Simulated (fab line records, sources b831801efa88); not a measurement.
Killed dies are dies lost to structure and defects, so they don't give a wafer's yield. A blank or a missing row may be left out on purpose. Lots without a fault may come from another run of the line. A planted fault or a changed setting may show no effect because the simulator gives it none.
Chamber matching | flow gf180mcu | GF_V1_CMP_26 on cmp-02: 4 sister chambers
The step polishes, stops on SiO2, t overpolish 15 s, target thk 0 nm. 14 wafers are shown with their chamber, then 7 later ones without.

WAFERS WITH THEIR CHAMBER
wafer  | chamber | motor_current_A (A) | time_to_endpoint_s (s) | overpolish_run_s (s)
L202.2 | 3       | 11.6                | 76                     | 14.999
L202.3 | 1       | 9.9                 | 80                     | 15.022
L202.5 | 2       | 9.6                 | 82                     | 14.978
L203.1 | 2       | 10.2                | 82                     | 15.021
L203.4 | 3       | 11.3                | 75                     | 14.997
L203.5 | 3       | 10.8                | 73                     | 15.006
L208.2 | 2       | 9.5                 | 76                     | 14.995
L208.4 | 1       | 9.7                 | 75                     | 15.002
L208.6 | 2       | 9.7                 | 82                     | 14.999
L216.1 | 0       | 12.6                | 85                     | 14.988
L216.3 | 3       | 10.6                | 76                     | 15.013
L216.4 | 2       | 9.0                 | 82                     | 15.010
L217.1 | 1       | 10.3                | 78                     | 14.986
L217.2 | 0       | 12.5                | 84                     | 15.022

SIGNATURES (means of the wafers above)
reading            | chamber 0 | chamber 1 | chamber 2 | chamber 3 | scatter within a chamber
motor_current_A    | 12.550    | 9.967     | 9.600     | 11.075    | 0.395
time_to_endpoint_s | 84.50     | 77.67     | 80.80     | 75.00     | 2.19
overpolish_run_s   | 15.00500  | 15.00333  | 15.00060  | 15.00375  | 0.0156
Rule: a wafer's distance from a chamber is the root of the sum, over the readings, of the square of ((its reading less the chamber's mean) divided by the reading's scatter). The wafer belongs to the nearest chamber; if the next one is less than 2 further off, it can't be placed. The scatter: the root of (the sum of the squares of (reading less its chamber's mean) over the shown wafers, divided by (wafers less chambers)).

WAFERS WITHOUT THEIR CHAMBER
wafer  | motor_current_A (A) | time_to_endpoint_s (s) | overpolish_run_s (s)
L217.5 | 9.7                 | 81                     | 15.009
L220.2 | 10.1                | 85                     | 14.993
L220.3 | 10.5                | 82                     | 15.000
L220.4 | 9.9                 | 83                     | 14.988
L222.1 | 10.9                | 74                     | 15.004
L222.3 | 10.1                | 83                     | 15.002
L222.6 | 10.0                | 83                     | 14.991

WHICH CHAMBER EACH WENT THROUGH
wafer  | from the rows above          | in truth
L217.5 | can't be placed: 2 or 1      | 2
L220.2 | can't be placed: 2 or 1      | 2
L220.3 | can't be placed: 2 or 1 or 3 | 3
L220.4 | can't be placed: 2 or 1      | 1
L222.1 | 3                            | 3
L222.3 | can't be placed: 2 or 1      | 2
L222.6 | can't be placed: 2 or 1      | 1
Placed correctly: 1 of 7. Can't be placed from these rows: 6 (the true chamber is among the candidates in 6). Placed wrongly: 0.
